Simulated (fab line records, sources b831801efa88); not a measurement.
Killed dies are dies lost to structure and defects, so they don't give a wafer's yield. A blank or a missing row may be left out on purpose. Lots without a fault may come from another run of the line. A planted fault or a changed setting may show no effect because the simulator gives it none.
fab line records | flow gf180mcu
record lots=13 wafers=39 last_day=34
route steps=602 shown CONTACT@302 M1@332 V1@348
lots that met no fault: from a run of the same line without faults
start_h: hours from the record's first day to the start of the lot's first wafer shown | wait_h: hours since the lot's step before | " the same as in the row above | L1.1+2: a row that stands for several wafers | - no value, or no start given | * or withheld: withheld | < > ~ a bound
route shown NAME@n: a module of which the file shows steps, and the number in the route of the first | usual: mean/standard deviation of fault-free wafers | same: alike in all rows | chamber/n: place in a boat | sites: the reading at each site | _std_site: their standard deviation | _edge_site: outer sites' mean less inner sites' | radius_mm: how far each site lies from the wafer's centre | mask NAME#n: copy n | behind: the tool/chamber that last shaped the wafer | hold: why the lot was held/for how many hours/how that ended | device: the transistor (n, p or np) that didn't switch | end of line: the same wafers' tests at the end of the route | a step without rows: its recipe alone | killed: dies lost to structure and defects at the first sort, not the wafer's yield | map: a wafer's dies, x killed, . not, _ none there
set.NAME: the setting as run; set.NAME@STEP: as run at that earlier step | model.NAME: the simulator's own value behind a step, which no gauge read
steps of the route over a sample of lots; a table a step, a row a wafer
services: from which hour (start_h, from the record's first day; less than 0 if before it) a tool's chamber was out of use, for how many hours, and why
## steps
# step GF_CONTACT_OVL_MEAS_15
# usual CONTACT_OVL=0/5.9
# columns lot.wafer tool chamber start_h wait_h CONTACT_OVL[nm]
L145.2 overlay-01 - 362.51 0.1 -8
L145.3 " - " " 1
L145.5 " - " " 0
L147.1 overlay-01 - 380.91 0.1 -5
L147.4 " - " " 1
L147.6 " - " " -4
L149.2 overlay-02 - 392.89 0.1 5
L149.3 " - " " -4
L149.6 " - " " -3
L150.4 overlay-01 - 408.02 0.1 1
L150.5 " - " " -3
L150.6 " - " " -1
L152.2 overlay-02 - 422.96 0.1 0
L152.4 " - " " -1
L152.6 " - " " 4
L153.1 overlay-02 - 432.35 0.1 0
L153.2 " - " " 3
L153.6 " - " " 3
L155.4 overlay-02 - 454.86 0.1 5
L155.5 " - " " 4
L155.6 " - " " 0
L156.1 overlay-02 - 463.80 0.1 1
L156.4 " - " " 3
L156.5 " - " " 2
L159.2 overlay-02 - 491.25 0.1 2
L159.4 " - " " -1
L159.5 " - " " -4
L160.4 overlay-02 - 492.82 0.1 -9
L160.5 " - " " -7
L160.6 " - " " -7
L164.1 overlay-02 - 525.70 0.1 -1
L164.3 " - " " -1
L164.4 " - " " -8
L167.4 overlay-02 - 548.87 0.1 -2
L167.5 " - " " 7
L167.6 " - " " 7
L168.2 overlay-02 - 561.10 0.1 -2
L168.4 " - " " -3
L168.5 " - " " 1
# step GF_M1_STRIP_17
# recipe chemistry=O2/N2 power_w=1400 pressure_mtorr=1500 platen_temp_c=250 o2_flow_sccm=3000 n2_flow_sccm=300 overash_fraction=0.5
# usual chamber_pressure_mTorr=1500.0/1.3 drypump_motor_current_A=5.9/0.56 heater_power_w=352/27 oes_product_au=0.538/0.0047 strip_time_to_endpoint_s=7.39/0.062
# columns lot.wafer tool chamber start_h wait_h chamber_pressure_mTorr drypump_motor_current_A heater_power_w oes_product_au rf_hours_counter_h strip_time_to_endpoint_s
L145.2 plasma_asher-03 0 386.10 0.1 1500.3 6.3 348 0.531 60 7.43
L145.3 " 1 " " 1501.0 6.7 376 0.532 - 7.33
L145.5 " 1 " " 1499.1 6.7 380 0.537 - 7.44
L147.1 plasma_asher-03 0 405.66 0.1 1498.0 6.3 345 0.532 62 7.35
L147.4 " 1 " " 1500.2 6.7 369 0.530 - 7.31
L147.6 " 0 " " 1501.0 6.3 347 0.534 - 7.35
L149.2 plasma_asher-03 1 417.75 0.1 1498.9 6.7 380 0.538 63 7.35
L149.3 " 0 " " 1502.4 6.3 357 0.537 - 7.39
L149.6 " 1 " " 1501.2 6.7 376 0.535 - 7.31
L150.4 plasma_asher-01 0 433.25 0.1 1498.4 5.6 316 0.540 - 7.38
L150.5 " 1 " " 1498.4 5.2 377 0.538 - 7.40
L150.6 " 0 " " 1499.6 5.5 328 0.547 - 7.35
L152.2 plasma_asher-03 1 448.61 0.1 1497.9 6.7 372 0.547 66 7.43
L152.4 " 0 " " 1500.8 6.3 344 0.541 - 7.39
L152.6 " 0 " " 1500.7 6.3 360 0.541 - 7.43
L153.1 plasma_asher-01 1 458.92 0.1 1498.7 5.2 392 0.544 33 7.56
L153.2 " 0 " " 1499.0 5.5 325 0.541 33 7.41
L153.6 " 1 " " 1499.3 5.2 381 0.551 - 7.58
L155.4 plasma_asher-01 0 480.30 0.1 1497.0 5.6 320 0.542 - 7.52
L155.5 " 0 " " 1500.1 5.6 325 0.543 - 7.50
L155.6 " 1 " " 1501.7 5.2 372 0.536 - 7.38
L156.1 plasma_asher-01 1 492.13 0.1 1500.1 5.2 376 0.538 37 7.35
L156.4 " 1 " " 1501.4 5.2 371 0.547 - 7.51
L156.5 " 1 " " 1499.1 5.2 370 0.539 - 7.39
L159.2 plasma_asher-01 1 515.86 0.1 1500.2 5.2 366 0.542 39 7.44
L159.4 " 0 " " 1498.7 5.5 328 0.537 - 7.46
L159.5 " 0 " " 1499.5 5.5 326 0.539 - 7.38
L160.4 plasma_asher-03 1 518.34 0.1 1500.8 6.6 379 0.533 - 7.42
L160.5 " 1 " " 1499.9 6.7 367 0.539 - 7.33
L160.6 " 0 " " 1501.4 6.3 357 0.546 - 7.38
L164.1 plasma_asher-04 0 549.65 0.1 1499.8 6.1 356 0.539 98 7.35
L164.3 " 0 " " 1499.7 6.1 371 0.531 - 7.34
L164.4 " 1 " " 1500.9 5.3 287 0.534 - 7.30
L167.4 plasma_asher-01 0 572.39 0.1 1502.0 5.5 324 0.550 - 7.45
L167.5 " 1 " " 1500.7 5.2 372 0.544 - 7.41
L167.6 " 0 " " 1498.5 5.5 329 0.545 - 7.48
L168.2 plasma_asher-01 0 584.20 0.1 1497.1 5.5 321 0.539 45 7.37
L168.4 " 1 " " 1500.8 5.2 378 0.538 - 7.41
L168.5 " 0 " " 1499.2 5.5 322 0.538 - 7.36
# step GF_V1_DEVELOP_13
# recipe develop_time_s=60 resist=KrF dev_temp_c=21
# usual developer_temp_C=20.98/0.11
# columns lot.wafer tool chamber start_h wait_h developer_temp_C
L145.2 litho_track-01 0 410.60 0.2 21.08
L145.3 " 0 " " 21.06
L145.5 " 0 " " 21.15
L147.1 litho_track-01 0 430.78 0.2 20.95
L147.4 " 0 " " 20.84
L147.6 " 0 " " 20.92
L149.2 litho_track-02 0 443.29 0.2 20.94
L149.3 " 0 " " 20.95
L149.6 " 0 " " 20.96
L150.4 litho_track-03 0 458.44 0.1 20.94
L150.5 " 0 " " 20.88
L150.6 " 0 " " 21.06
L152.2 litho_track-02 0 473.44 0.2 20.94
L152.4 " 0 " " 21.01
L152.6 " 0 " " 20.85
L153.1 litho_track-03 0 483.97 0.2 21.14
L153.2 " 0 " " 20.99
L153.6 " 0 " " 21.03
L155.4 litho_track-03 0 503.44 0.1 20.88
L155.5 " 0 " " 20.96
L155.6 " 0 " " 20.82
L156.1 litho_track-01 0 516.48 0.2 21.08
L156.4 " 0 " " 20.96
L156.5 " 0 " " 20.91
L159.2 litho_track-02 0 539.54 0.2 21.13
L159.4 " 0 " " 21.15
L159.5 " 0 " " 21.09
L160.4 litho_track-03 0 542.74 0.1 20.91
L160.5 " 0 " " 21.06
L160.6 " 0 " " 20.99
L164.1 litho_track-02 0 573.16 0.2 20.07
L164.3 " 0 " " 20.07
L164.4 " 0 " " 20.12
L167.4 litho_track-03 0 595.24 0.1 20.86
L167.5 " 0 " " 21.01
L167.6 " 0 " " 20.79
L168.2 litho_track-03 0 605.34 0.2 20.97
L168.4 " 0 " " 20.90
L168.5 " 0 " " 20.94
# step GF_V1_SPUTTER_22
# recipe material=TiN target_thk_nm=10 chamber_pressure_pa=5 power_w=4000 time_s=40
# usual throttle_valve_pct=30.5/1.1
# columns lot.wafer tool chamber start_h wait_h throttle_valve_pct
L145.2 pvd_sputter-01 - 411.65 0.0 28.7
L145.3 " - " " 30.2
L145.5 " - " " 30.6
L147.1 pvd_sputter-01 - 431.81 0.0 30.7
L147.4 " - " " 30.5
L147.6 " - " " 30.3
L149.2 pvd_sputter-01 - 444.54 0.0 30.4
L149.3 " - " " 30.4
L149.6 " - " " 30.4
L150.4 pvd_sputter-01 - 459.80 0.0 31.1
L150.5 " - " " 30.6
L150.6 " - " " 31.2
L152.2 pvd_sputter-03 - 474.45 0.0 32.1
L152.4 " - " " 30.7
L152.6 " - " " 31.0
L153.1 pvd_sputter-04 - 485.03 0.0 31.0
L153.2 " - " " 29.6
L153.6 " - " " 29.5
L155.4 pvd_sputter-01 - 504.39 0.0 30.5
L155.5 " - " " 30.4
L155.6 " - " " 30.3
L156.1 pvd_sputter-01 - 517.51 0.0 30.5
L156.4 " - " " 28.6
L156.5 " - " " 28.2
L159.2 pvd_sputter-04 - 540.58 0.0 30.9
L159.4 " - " " 29.9
L159.5 " - " " 29.5
L160.4 pvd_sputter-01 - 543.72 0.0 30.3
L160.5 " - " " 31.4
L160.6 " - " " 28.5
L164.1 pvd_sputter-03 - 574.22 0.0 31.1
L164.3 " - " " 29.8
L164.4 " - " " 32.0
L167.4 pvd_sputter-03 - 596.50 0.0 30.9
L167.5 " - " " 32.0
L167.6 " - " " 32.2
L168.2 pvd_sputter-03 - 606.34 0.0 31.8
L168.4 " - " " 32.1
L168.5 " - " " 32.1
## services
# columns tool chamber start_h hours kind
plasma_asher-01 - 378.44 1.5 repair
pvd_sputter-01 - 426.73 2.6 repair
plasma_asher-04 - 434.64 5.0 repair
pvd_sputter-01 - 462.37 2.0 repair
pvd_sputter-01 - 485.51 6.0 repair
plasma_asher-03 - 492.00 4.3 repair
pvd_sputter-03 - 509.20 5.1 repair
pvd_sputter-01 - 539.14 2.1 repair
plasma_asher-01 - 541.41 13.4 repair
pvd_sputter-04 - 570.83 2.8 repair
pvd_sputter-03 - 571.03 2.8 repair
plasma_asher-01 - 579.54 2.8 pm
plasma_asher-01 - 591.09 4.3 pm
## key
first_sign step=GF_V1_DEVELOP_13 reading=developer_temp_C direction=down sigmas=8.4 usual=* struck=*
effect none on later readings
met_at GF_V1_DEVELOP_13
struck_lots L164
rows_end L164.1,L164.3,L164.4
not_acting_at GF_CONTACT_OVL_MEAS_15,GF_M1_STRIP_17,GF_V1_SPUTTER_22
onset_between 539.54 573.16
fault kind=process_parameter_drift tool=litho_track-02 chamber=- onset_h=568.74 steps=GF_V1_DEVELOP_13 channel=dev_temp_c offset=* shape=step acts_in=* stated=*
# rows_end: these wafers met a further fault down the route, and their rows from its step on are left out
